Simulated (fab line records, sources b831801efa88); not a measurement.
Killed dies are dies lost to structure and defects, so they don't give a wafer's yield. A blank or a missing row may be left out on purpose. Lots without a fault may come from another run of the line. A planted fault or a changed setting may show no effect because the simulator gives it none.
Chamber matching | flow sky130 | SKY_METAL3_ETCH_17 on rie_diel-02: 4 sister chambers
The step etches SiO2 in C4F8/O2/Ar, stops on TiN, time 3.9 s, target depth 15 nm. 4 wafers are shown with their chamber, then 7 later ones without.

WAFERS WITH THEIR CHAMBER
wafer  | chamber | oes_product_au (a.u.)
L078.4 | 2       | 0.767
L078.6 | 3       | 0.762
L082.1 | 1       | 0.753
L082.2 | 0       | 0.758

WAFERS WITHOUT THEIR CHAMBER
wafer  | oes_product_au (a.u.)
L082.3 | 0.752
L082.4 | 0.755
L082.5 | 0.761
L082.6 | 0.760
L088.1 | 0.753
L088.4 | 0.757
L088.6 | 0.749

WHICH CHAMBER EACH WENT THROUGH
wafer  | from the rows above     | in truth
L082.3 | 1                       | 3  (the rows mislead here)
L082.4 | can't be placed: 1 or 0 | 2
L082.5 | can't be placed: 3 or 0 | 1
L082.6 | can't be placed: 0 or 3 | 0
L088.1 | 1                       | 1
L088.4 | can't be placed: 0 or 1 | 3
L088.6 | 1                       | 1
Placed correctly: 2 of 7. Can't be placed from these rows: 4 (the true chamber is among the candidates in 1). Placed wrongly: 1.
How it was worked out, from the rows above alone: a wafer's distance from a chamber is the root of the sum, over the readings, of the square of ((its reading less the chamber's mean) divided by the reading's scatter). The wafer belongs to the nearest chamber; if the next one is less than 2 further off, it can't be placed. A chamber's mean is the mean of its shown wafers. The scatter: with one shown wafer a chamber, the root of the mean of the squares of how far each hidden wafer lies from its nearest shown one.
